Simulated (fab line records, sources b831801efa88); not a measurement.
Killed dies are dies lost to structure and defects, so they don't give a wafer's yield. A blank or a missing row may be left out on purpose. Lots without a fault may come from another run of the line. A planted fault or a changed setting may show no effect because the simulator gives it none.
Which tool did it? | flow sky130 | 7 lots, 21 wafers sampled, at 3 steps of a route of 708

WHAT THE GAUGES READ, wafer by wafer
SKY_CAPM_THK_MEAS_04: measures by xrf.
lot  | measured     | on            | CAPM_TIN_THK (nm)
L321 | day 36 19:44 | film_metro-01 | 198.2 200.5 199.0
L323 | day 37 05:13 | film_metro-04 | 202.2 201.8 202.5
L334 | day 40 15:58 | film_metro-01 | 202.0 203.5 199.9
L336 | day 41 11:27 | film_metro-04 | 195.3 197.3 193.8
L338 | day 41 20:28 | film_metro-04 | 199.9 197.9 196.7
L340 | day 42 10:12 | film_metro-01 | 204.7 203.4 204.1
L342 | day 43 02:31 | film_metro-02 | 199.9 199.7 200.3

WHICH TOOL RAN EACH LOT (tool, then ch and the chambers of the sampled wafers, then the start)
lot  | SKY_SONOS_ONO_CVD_02        | SKY_CAPM_SPUTTER_02
L321 | lpcvd-02 ch 0, day 11 20:29 | pvd_sputter-03, day 36 19:30
L323 | lpcvd-02 ch 0, day 12 07:47 | pvd_sputter-01, day 37 04:59
L334 | lpcvd-02 ch 0, day 16 02:14 | pvd_sputter-01, day 40 15:43
L336 | lpcvd-02 ch 0, day 17 00:08 | pvd_sputter-02, day 41 11:13
L338 | lpcvd-02 ch 0, day 17 12:43 | pvd_sputter-03, day 41 20:14
L340 | lpcvd-02 ch 1, day 18 07:11 | pvd_sputter-03, day 42 09:58
L342 | lpcvd-02 ch 1, day 19 01:36 | pvd_sputter-02, day 43 02:17
- SKY_SONOS_ONO_CVD_02: deposits Si3N4 from DCS/NH3, target thk 10.5 nm, time 180 s.
- SKY_CAPM_SPUTTER_02: material TiN, target thk 200 nm, time 166.7 s.

THE ANSWER, worked out from the rows above alone
Rule: what is usual is taken from the lots themselves. Put in order of their means at a reading, lots are off if they are a third of the lots or fewer, leave a main group of 4 or more, and stand apart from it by a gap of 3 or more times the standard deviation of the main group's means; of several such gaps the widest counts. A main group whose means are all the same, to the digits that the tables above print for the reading, isn't used. A lot without any number at a reading at which 4 lots or more have one is off too. The other lots that the step has rows for count as sound.
No lot is off at any reading shown: from this, nothing can be told.

WHAT THE SIMULATOR HAD PUT IN
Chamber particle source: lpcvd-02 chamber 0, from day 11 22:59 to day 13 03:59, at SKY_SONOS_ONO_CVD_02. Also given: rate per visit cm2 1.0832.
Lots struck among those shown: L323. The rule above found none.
